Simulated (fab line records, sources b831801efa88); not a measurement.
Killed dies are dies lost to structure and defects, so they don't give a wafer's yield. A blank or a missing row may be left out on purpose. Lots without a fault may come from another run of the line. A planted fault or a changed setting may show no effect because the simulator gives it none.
fab line records | flow sfq_line
record lots=6 wafers=18 last_day=80
route steps=325 shown I4@167 JJ@178 M5@198 M8@325
lots that met no fault: from a run of the same line without faults
start_h: hours from the record's first day to the start of the lot's first wafer shown | wait_h: hours since the lot's step before | " the same as in the row above | L1.1+2: a row that stands for several wafers | - no value, or no start given | * or withheld: withheld | < > ~ a bound
route shown NAME@n: a module of which the file shows steps, and the number in the route of the first | usual: mean/standard deviation of fault-free wafers | same: alike in all rows | chamber/n: place in a boat | sites: the reading at each site | _std_site: their standard deviation | _edge_site: outer sites' mean less inner sites' | radius_mm: how far each site lies from the wafer's centre | mask NAME#n: copy n | behind: the tool/chamber that last shaped the wafer | hold: why the lot was held/for how many hours/how that ended | device: the transistor (n, p or np) that didn't switch | end of line: the same wafers' tests at the end of the route | a step without rows: its recipe alone | killed: dies lost to structure and defects at the first sort, not the wafer's yield | map: a wafer's dies, x killed, . not, _ none there
set.NAME: the setting as run; set.NAME@STEP: as run at that earlier step | model.NAME: the simulator's own value behind a step, which no gauge read
lots at some steps of the route; a table a step, a row a wafer
services: from which hour (start_h, from the record's first day; less than 0 if before it) a tool's chamber was out of use, for how many hours, and why
## steps
# step SFQ_TRILAYER_I4_VIA_LITHO_COAT_108
# recipe resist=BARC spin_rpm=3000 resist_thk_nm=62
# step SFQ_TRILAYER_I4_VIA_LITHO_COAT_103
# recipe resist=KrF spin_rpm=3000 resist_thk_nm=650
# step SFQ_TRILAYER_I4_VIA_LITHO_SOFTBAKE_107
# recipe temp_c=withheld time_s=withheld resist=KrF
# step SFQ_TRILAYER_I4_VIA_LITHO_EXPOSE_104
# recipe mask_id=I4 na=0.6 source_shape=conventional sigma_outer=0.65 target_cd_nm=700 dose_mj=21.3
# step SFQ_TRILAYER_I4_VIA_LITHO_PEB_106
# recipe peb_temp_c=115 peb_time_s=60 resist=KrF
# step SFQ_TRILAYER_I4_VIA_LITHO_DEVELOP_105
# recipe time_s=60 resist=KrF
# step SFQ_I4_OVL_MEAS_928
# usual I4_OVL=2/6
# columns lot.wafer tool chamber start_h wait_h I4_OVL[nm]
L852.1 overlay-02 - 1100.68 0.1 -8
L852.4 " - " " -4
L852.5 " - " " -1
L854.2 overlay-02 - 1103.09 0.1 7
L854.4 " - " " 5
L854.6 " - " " 7
L857.1 overlay-02 - 1264.21 0.1 9
L857.3 " - " " 5
L857.5 " - " " 5
L860.1 overlay-01 - 1274.15 0.1 6
L860.3 " - " " 3
L860.6 " - " " -2
L869.3 overlay-01 - 1443.52 0.1 -6
L869.4 " - " " -4
L869.6 " - " " -1
L870.2 overlay-01 - 1449.77 0.1 14
L870.4 " - " " 6
L870.6 " - " " 12
# step SFQ_TRILAYER_I4_VIA_BARC_OPEN_VIA_ETCH_146
# recipe mask_material=PR chemistry=O2 target_depth_nm=125 target=BARC source_w=500 bias_w=80 pressure_mtorr=30 time_s=41.7
# step SFQ_TRILAYER_I4_VIA_ETCH_VIA_ETCH_106
# recipe target=SiO2 stop_on=Nb mask_material=PR taper_deg=20 chemistry=CHF3 target_depth_nm=260 source_w=500 bias_w=80 pressure_mtorr=30 time_s=withheld
# usual drypump_motor_current_A=5.7/0.43 oes_product_au=0.856/0.0054
# columns lot.wafer tool chamber start_h wait_h drypump_motor_current_A oes_product_au
L852.1 rie_diel-02 1 1100.76 0.0 5.5 0.851
L852.4 " 0 " " 5.3 0.853
L852.5 " 0 " " 5.3 0.864
L854.2 rie_diel-02 0 1103.16 0.0 5.3 0.862
L854.4 " 1 " " 5.5 0.853
L854.6 " 0 " " 5.3 0.866
L857.1 rie_diel-02 0 1264.29 0.0 5.3 0.869
L857.3 " 3 " " 5.2 0.863
L857.5 " 2 " " 6.1 0.868
L860.1 rie_diel-02 2 1274.23 0.0 6.1 0.854
L860.3 " 1 " " 5.5 0.848
L860.6 " 3 " " 5.2 0.849
L869.3 rie_diel-03 2 1443.58 0.0 5.2 0.861
L869.4 " 3 " " 5.5 0.862
L869.6 " 1 " " 6.0 0.858
L870.2 rie_diel-02 3 1449.84 0.0 5.2 0.855
L870.4 " 1 " " 5.5 0.859
L870.6 " 3 " " 5.2 0.858
# step SFQ_TRILAYER_I4_VIA_STRIP_STRIP_107
# recipe gas=O2 power_w=200 platen_temp_c=40 overash_fraction=0.65 chemistry=O2 pressure_mtorr=50
# step SFQ_TRILAYER_I4_VIA_STRIP_SOLV_CLEAN_108
# recipe chemistry=NMP temp_c=70 time_s=600
# step SFQ_TRILAYER_JJ_TRILAYER_DEP_PRE_CLEAN_113
# recipe gas=Ar time_s=22.5 bias_v=250
# step SFQ_TRILAYER_JJ_TRILAYER_DEP_SPUTTER_109
# recipe material=Nb base_pressure_pa=1.33e-06 chamber_pressure_pa=0.1333 substrate_temp_c=20 target_thk_nm=150 power_w=2000 time_s=100
# usual throttle_valve_pct=29.5/0.59
# columns lot.wafer tool chamber start_h wait_h throttle_valve_pct model.Nb_of_TRILAYER_JJ_TRILAYER_DEP_SPUTTER_109.thk_nm
L852.1 pvd_sputter-03 - 1101.68 0.0 29.5 151.2
L852.4 " - " " 30.2 152.3
L852.5 " - " " 30.6 152
L854.2 pvd_sputter-05 - 1104.08 0.0 29.6 149.4
L854.4 " - " " 28.6 148.6
L854.6 " - " " 29.3 146.8
L857.1 pvd_sputter-03 - 1265.21 0.0 29.2 179.7
L857.3 " - " " 29.6 150.9
L857.5 " - " " 30.4 150.6
L860.1 pvd_sputter-03 - 1275.14 0.0 29.7 179.7
L860.3 " - " " 29.4 149.9
L860.6 " - " " 30.3 150.5
L869.3 pvd_sputter-05 - 1444.50 0.0 29.1 152.3
L869.4 " - " " 29.3 154
L869.6 " - " " 29.6 153.9
L870.2 pvd_sputter-06 - 1450.76 0.0 29.4 150.4
L870.4 " - " " 29.2 149.6
L870.6 " - " " 29.3 150
# step SFQ_TRILAYER_JJ_TRILAYER_DEP_SPUTTER_110
# recipe material=Al base_pressure_pa=1.33e-06 target_thk_nm=8 power_w=500 time_s=10 chamber_pressure_pa=0.4
# step SFQ_TRILAYER_JJ_TRILAYER_DEP_AL_OXIDATION_111
# recipe pressure_mbar=0.014667 oxidation_time_s=600 temperature_k=293
# step SFQ_TRILAYER_JJ_TRILAYER_DEP_SPUTTER_112
# recipe material=Nb base_pressure_pa=1.33e-06 chamber_pressure_pa=0.1333 substrate_temp_c=20 target_thk_nm=170 power_w=2000 time_s=113.3
# step SFQ_JJ_RS_MEAS_929
# recipe thk_meas_gauge=four-point-probe reads=Nb_of_TRILAYER_JJ_TRILAYER_DEP_SPUTTER_112
# usual JJ_NB_RS=1.054/0.0095
# columns lot.wafer tool chamber start_h wait_h JJ_NB_RS[ohm/sq]
L852.1 film_metro-01 - 1102.85 0.0 1.049
L852.4 " - " " 1.049
L852.5 " - " " 1.054
L854.2 film_metro-02 - 1105.27 0.1 1.058
L854.4 " - " " 1.068
L854.6 " - " " 1.061
L857.1 film_metro-04 - 1266.38 0.0 1.058
L857.3 " - " " 1.056
L857.5 " - " " 1.060
L860.1 film_metro-02 - 1276.32 0.0 1.028
L860.3 " - " " 1.033
L860.6 " - " " 1.043
L869.3 film_metro-02 - 1445.72 0.1 1.056
L869.4 " - " " 1.046
L869.6 " - " " 1.047
L870.2 film_metro-04 - 1451.95 0.1 1.042
L870.4 " - " " 1.059
L870.6 " - " " 1.052
# step SFQ_TRILAYER_JJ_CE_LITHO_COAT_119
# recipe resist=BARC spin_rpm=3000 resist_thk_nm=62
# step SFQ_TRILAYER_JJ_CE_LITHO_COAT_114
# recipe resist=KrF spin_rpm=3000 resist_thk_nm=600
# step SFQ_TRILAYER_JJ_CE_LITHO_SOFTBAKE_118
# recipe temp_c=withheld time_s=withheld resist=KrF
# step SFQ_TRILAYER_JJ_CE_LITHO_EXPOSE_115
# recipe mask_id=J5 na=0.6 source_shape=conventional sigma_outer=0.65 target_cd_nm=700 dose_mj=14.4
# step SFQ_TRILAYER_JJ_CE_LITHO_PEB_117
# recipe peb_temp_c=115 peb_time_s=60 resist=KrF
# step SFQ_TRILAYER_JJ_CE_LITHO_DEVELOP_116
# recipe time_s=60 resist=KrF
# step SFQ_JJ_OVL_MEAS_931
# usual J5_OVL=-2/4.9
# columns lot.wafer tool chamber start_h wait_h J5_OVL[nm]
L852.1 overlay-01 - 1223.05 0.1 -3
L852.4 " - " " -6
L852.5 " - " " -6
L854.2 overlay-01 - 1227.86 0.1 -6
L854.4 " - " " -7
L854.6 " - " " -13
L857.1 overlay-02 - 1276.70 0.1 -5
L857.3 " - " " -3
L857.5 " - " " -7
L860.1 overlay-02 - 1280.30 0.1 -11
L860.3 " - " " -4
L860.6 " - " " -11
L869.3 overlay-01 - 1463.57 0.1 -3
L869.4 " - " " 2
L869.6 " - " " 1
L870.2 overlay-01 - 1464.76 0.1 0
L870.4 " - " " -10
L870.6 " - " " -5
# step SFQ_TRILAYER_JJ_CE_METRO_MEASURE_117
# step SFQ_TRILAYER_JJ_CE_BARC_OPEN_RIE_150
# recipe mask_material=PR chemistry=O2 target_depth_nm=240 target=BARC icp_w=600 bias_w=80 pressure_mtorr=10 time_s=80
# usual drypump_motor_current_A=5.9/0.56 oes_product_au=0.538/0.0048
# columns lot.wafer tool chamber start_h wait_h drypump_motor_current_A oes_product_au rf_hours_counter_h
L852.1 rie_metal-02 1 1224.29 1.0 6.3 0.539 94
L852.4 " 1 " " 6.3 0.537 -
L852.5 " 0 " " 6.5 0.543 -
L854.2 rie_metal-02 0 1229.09 0.8 6.5 0.539 56
L854.4 " 0 " " 6.5 0.531 -
L854.6 " 1 " " 6.3 0.537 -
L857.1 rie_metal-01 1 1277.94 1.0 6.3 0.535 74
L857.3 " 0 " " 5.3 0.543 -
L857.5 " 1 " " 6.3 0.543 -
L860.1 rie_metal-01 1 1281.54 1.0 6.3 0.543 74
L860.3 " 1 " " 6.3 0.546 -
L860.6 " 1 " " 6.3 0.541 -
L869.3 rie_metal-01 0 1464.84 0.6 5.3 0.531 -
L869.4 " 1 " " 6.3 0.539 -
L869.6 " 0 " " 5.3 0.537 -
L870.2 rie_metal-02 1 1465.99 0.8 6.3 0.540 136
L870.4 " 1 " " 6.3 0.541 -
L870.6 " 0 " " 6.5 0.532 -
# step SFQ_TRILAYER_JJ_CE_ETCH_RIE_118
# recipe target=Nb stop_on=Al2O3 mask_material=PR taper_deg=13.257 over_etch_frac=0.15 time_s=97.7 chemistry=SF6 target_depth_nm=170 icp_w=600 bias_w=80 pressure_mtorr=10
# usual drypump_motor_current_A=5.9/0.56 oes_product_au=0.987/0.0066
# columns lot.wafer tool chamber start_h wait_h drypump_motor_current_A oes_product_au rf_hours_counter_h
L852.1 rie_metal-02 1 1224.38 0.1 6.3 0.988 94
L852.4 " 1 " " 6.3 0.983 -
L852.5 " 0 " " 6.5 0.988 -
L854.2 rie_metal-02 0 1229.18 0.1 6.5 0.998 56
L854.4 " 0 " " 6.5 0.978 -
L854.6 " 1 " " 6.3 0.982 -
L857.1 rie_metal-01 1 1278.03 0.1 6.3 0.980 74
L857.3 " 0 " " 5.3 0.974 -
L857.5 " 1 " " 6.3 0.977 -
L860.1 rie_metal-01 1 1281.63 0.1 6.3 0.993 74
L860.3 " 1 " " 6.3 0.997 -
L860.6 " 1 " " 6.3 0.988 -
L869.3 rie_metal-01 0 1464.96 0.1 5.3 0.984 -
L869.4 " 1 " " 6.3 0.996 -
L869.6 " 0 " " 5.3 0.987 -
L870.2 rie_metal-02 1 1466.09 0.1 6.3 0.987 136
L870.4 " 1 " " 6.3 0.992 -
L870.6 " 0 " " 6.6 0.987 -
# step SFQ_TRILAYER_JJ_ANODIZE_ANODIZE_119
# recipe current_density_ma_cm2=withheld end_current_density_ma_cm2=withheld bath_temp_c=withheld
# step SFQ_TRILAYER_JJ_CE_STRIP_STRIP_120
# recipe gas=O2 power_w=200 platen_temp_c=40 overash_fraction=0.65 chemistry=O2 pressure_mtorr=50
# usual drypump_motor_current_A=5.9/0.62 oes_product_au=1.003/0.0072
# columns lot.wafer tool chamber start_h wait_h drypump_motor_current_A oes_product_au rf_hours_counter_h
L852.1 rie_metal-04 0 1224.99 0.0 5.7 1.001 112
L852.4 " 1 " " 4.7 1.013 -
L852.5 " 1 " " 4.8 1.006 -
L854.2 rie_metal-04 0 1229.79 0.0 5.7 1.003 113
L854.4 " 0 " " 5.6 1.001 -
L854.6 " 0 " " 5.6 0.999 -
L857.1 rie_metal-04 0 1278.68 0.0 5.7 0.992 121
L857.3 " 0 " " 5.7 0.998 -
L857.5 " 0 " " 5.7 0.991 -
L860.1 rie_metal-04 1 1282.24 0.0 4.8 0.997 111
L860.3 " 0 " " 5.7 1.005 -
L860.6 " 1 " " 4.8 0.997 -
L869.3 rie_metal-01 0 1466.26 0.2 5.3 0.990 -
L869.4 " 1 " " 6.3 0.991 -
L869.6 " 0 " " 5.3 1.003 -
L870.2 rie_metal-02 0 1466.69 0.0 6.5 1.003 98
L870.4 " 0 " " 6.5 1.003 -
L870.6 " 0 " " 6.5 1.000 -
# step SFQ_TRILAYER_JJ_CE_STRIP_SOLV_CLEAN_121
# recipe chemistry=NMP temp_c=70 time_s=600
# step SFQ_TRILAYER_M5_LITHO_COAT_128
# recipe resist=BARC spin_rpm=3000 resist_thk_nm=62
# step SFQ_TRILAYER_M5_LITHO_COAT_123
# recipe resist=KrF spin_rpm=3000 resist_thk_nm=600
# step SFQ_TRILAYER_M5_LITHO_SOFTBAKE_127
# recipe temp_c=withheld time_s=withheld resist=KrF
# step SFQ_TRILAYER_M5_LITHO_EXPOSE_124
# recipe mask_id=M5 na=0.6 source_shape=conventional sigma_outer=0.65 target_cd_nm=700 dose_mj=14.4
# step SFQ_TRILAYER_M5_LITHO_PEB_126
# recipe peb_temp_c=115 peb_time_s=60 resist=KrF
# step SFQ_TRILAYER_M5_LITHO_DEVELOP_125
# recipe time_s=60 resist=KrF
# step SFQ_M5_OVL_MEAS_932
# usual M5_OVL=0/5.5
# columns lot.wafer tool chamber start_h wait_h M5_OVL[nm]
L852.1 overlay-02 - 1232.57 0.1 0
L852.4 " - " " -3
L852.5 " - " " -1
L854.2 overlay-02 - 1234.98 0.1 -10
L854.4 " - " " -1
L854.6 " - " " -3
L857.1 overlay-02 - 1292.43 0.1 2
L857.3 " - " " -6
L857.5 " - " " -1
L860.1 overlay-01 - 1299.18 0.1 9
L860.3 " - " " 3
L860.6 " - " " 8
L869.3 overlay-01 - 1470.77 0.1 -11
L869.4 " - " " -8
L869.6 " - " " -9
L870.2 overlay-01 - 1471.96 0.1 5
L870.4 " - " " 1
L870.6 " - " " 0
# step SFQ_TRILAYER_M5_BARC_OPEN_METAL_ETCH_161
# recipe mask_material=PR chemistry=O2 target_depth_nm=125 target=BARC icp_w=600 bias_w=80 pressure_mtorr=10 time_s=41.7
# step SFQ_TRILAYER_M5_ETCH_METAL_ETCH_126
# recipe target=Nb stop_on=SiO2 mask_material=PR over_etch_frac=0.15 time_s=203.2 chemistry=Cl2/BCl3 target_depth_nm=265 icp_w=600 bias_w=80 pressure_mtorr=10
# usual drypump_motor_current_A=5.7/0.48 oes_product_au=0.729/0.0062
# columns lot.wafer tool chamber start_h wait_h drypump_motor_current_A oes_product_au rf_hours_counter_h model.M5.feature_depth_nm model.etch.depth_nm
L852.1 rie_metal-01 1 1232.67 0.0 6.3 0.726 67 163.6 151.2
L852.4 " 0 " " 5.3 0.738 - 164.6 152.3
L852.5 " 0 " " 5.3 0.739 - 164.2 152
L854.2 rie_metal-01 0 1235.07 0.0 5.3 0.731 81 161.5 149.4
L854.4 " 0 " " 5.3 0.713 - 160.8 148.6
L854.6 " 1 " " 6.2 0.724 - 159.2 146.8
L857.1 rie_metal-03 1 1292.52 0.0 6.1 0.789 65 191.9 179.7
L857.3 " 0 " " 5.5 0.734 - 163.1 150.9
L857.5 " 0 " " 5.5 0.727 - 162.9 150.6
L860.1 rie_metal-01 1 1299.27 0.0 6.2 0.801 78 192 179.7
L860.3 " 0 " " 5.3 0.726 - 162 149.9
L860.6 " 0 " " 5.3 0.730 - 162.6 150.5
L869.3 rie_metal-01 1 1470.92 0.1 6.3 0.736 - 164.6 152.3
L869.4 " 0 " " 5.3 0.739 - 166.2 154
L869.6 " 1 " " 6.3 0.732 - 166.2 153.9
L870.2 rie_metal-04 0 1472.05 0.0 5.7 0.726 12 163 150.4
L870.4 " 1 " " 4.8 0.723 - 162.2 149.6
L870.6 " 1 " " 4.8 0.736 - 162.6 150
# step SFQ_TRILAYER_M5_STRIP_STRIP_127
# recipe gas=O2 power_w=200 platen_temp_c=40 overash_fraction=0.65 chemistry=O2 pressure_mtorr=50
# usual drypump_motor_current_A=5.7/0.47 oes_product_au=1.000/0.012
# columns lot.wafer tool chamber start_h wait_h drypump_motor_current_A oes_product_au rf_hours_counter_h
L852.1 rie_metal-01 1 1232.86 0.1 6.3 1.011 67
L852.4 " 0 " " 5.3 0.993 -
L852.5 " 0 " " 5.3 0.994 -
L854.2 rie_metal-01 0 1235.26 0.1 5.3 0.992 81
L854.4 " 0 " " 5.3 0.996 -
L854.6 " 1 " " 6.3 1.011 -
L857.1 rie_metal-03 1 1292.72 0.1 6.1 0.995 65
L857.3 " 0 " " 5.5 0.987 -
L857.5 " 0 " " 5.5 0.999 -
L860.1 rie_metal-01 1 1299.47 0.1 6.3 1.000 78
L860.3 " 0 " " 5.3 0.979 -
L860.6 " 0 " " 5.3 0.996 -
L869.3 rie_metal-01 1 1471.25 0.3 6.3 1.013 -
L869.4 " 0 " " 5.3 1.002 -
L869.6 " 1 " " 6.3 1.014 -
L870.2 rie_metal-04 0 1472.25 0.1 5.7 1.013 12
L870.4 " 1 " " 4.8 1.001 -
L870.6 " 1 " " 4.8 1.008 -
# step SFQ_TRILAYER_M5_STRIP_SOLV_CLEAN_128
# recipe chemistry=NMP temp_c=70 time_s=600
# step SFQ_M8_BOW_MEAS_951
# recipe mode=bow
# usual M8_BOW=11/11
# columns lot.wafer tool chamber start_h wait_h M8_BOW[um] model.etest.m5.ohm_um model.etest.i4.link_ohm model.etest.m5.ohm_sq model.etest.i5.link_ohm
L852.1 film_metro-04 - 1805.98 0.0 1 1.683 2.163 1.178 2.243
L852.4 " - " " 22 1.674 2.153 1.17 2.244
L852.5 " - " " 5 1.684 2.153 1.172 2.261
L854.2 film_metro-04 - 1833.41 0.0 28 1.712 2.164 1.193 2.262
L854.4 " - " " 32 1.717 2.179 1.199 2.281
L854.6 " - " " 13 1.732 2.188 1.214 2.283
L857.1 film_metro-03 - 1843.99 0.0 6 1.418 1.958 0.9916 2.063
L857.3 " - " " 29 1.685 2.162 1.181 2.25
L857.5 " - " " 21 1.692 2.172 1.183 2.257
L860.1 film_metro-02 - 1853.15 0.0 23 1.42 1.976 0.9919 2.109
L860.3 " - " " 6 1.701 2.191 1.189 2.303
L860.6 " - " " 20 1.696 2.17 1.184 2.296
L869.3 film_metro-04 - 1907.66 0.0 10 1.672 2.148 1.17 2.271
L869.4 " - " " 15 1.662 2.134 1.157 2.233
L869.6 " - " " 0 1.655 2.136 1.158 2.266
L870.2 film_metro-03 - 1910.04 0.0 7 1.698 2.161 1.185 2.259
L870.4 " - " " 16 1.702 2.182 1.192 2.267
L870.6 " - " " 15 1.696 2.165 1.188 2.265
## services
# columns tool chamber start_h hours kind
rie_diel-02 - 1077.25 11.5 repair
rie_diel-02 3 1078.46 5.1 repair
rie_diel-02 - 1108.38 2.8 pm
rie_metal-01 1 1114.33 4.6 repair
rie_metal-04 - 1163.46 0.1 repair
rie_metal-04 0 1166.88 22.6 repair
pvd_sputter-05 - 1171.92 8.4 repair
rie_diel-02 1 1174.86 12.2 repair
rie_metal-02 1 1208.39 4.0 repair
rie_metal-01 - 1240.67 2.8 pm
rie_diel-02 1 1242.41 9.7 repair
rie_diel-02 3 1242.81 6.2 repair
pvd_sputter-03 - 1276.57 21.6 repair
pvd_sputter-03 - 1291.77 10.3 repair
rie_metal-04 1 1308.36 5.9 repair
rie_metal-04 - 1313.85 2.8 pm
rie_diel-02 0 1329.32 1.5 repair
rie_metal-04 - 1362.68 1.5 repair
rie_metal-01 - 1370.56 1.4 pm
rie_metal-04 0 1374.70 7.1 repair
rie_metal-04 - 1387.35 0.6 repair
rie_diel-02 2 1403.92 9.9 repair
rie_diel-02 - 1406.84 1.0 repair
rie_diel-02 - 1435.16 0.4 repair
## key
first_sign step=SFQ_TRILAYER_M5_ETCH_METAL_ETCH_126 reading=oes_product_au direction=up sigmas=11 usual=0.729 struck=0.795
effect none on later readings
model_effect step=SFQ_TRILAYER_JJ_TRILAYER_DEP_SPUTTER_109 value=Nb_of_TRILAYER_JJ_TRILAYER_DEP_SPUTTER_109.thk_nm without=150.7 struck=179.7
model_effect step=SFQ_TRILAYER_M5_ETCH_METAL_ETCH_126 value=M5.feature_depth_nm without=162.9 struck=192
model_effect step=SFQ_M8_BOW_MEAS_951 value=etest.m5.ohm_um without=1.692 struck=1.419
met_at SFQ_TRILAYER_JJ_TRILAYER_DEP_SPUTTER_109
struck_wafers L857.1,L860.1
onset_between 1101.68 1265.21
fault kind=process_parameter_drift tool=pvd_sputter-03 chamber=- onset_h=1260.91 steps=SFQ_TRILAYER_JJ_TRILAYER_DEP_SPUTTER_109 channel=time_s offset=* shape=step end_h=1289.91 scope=struck_wafers_only acts_in=* stated=*
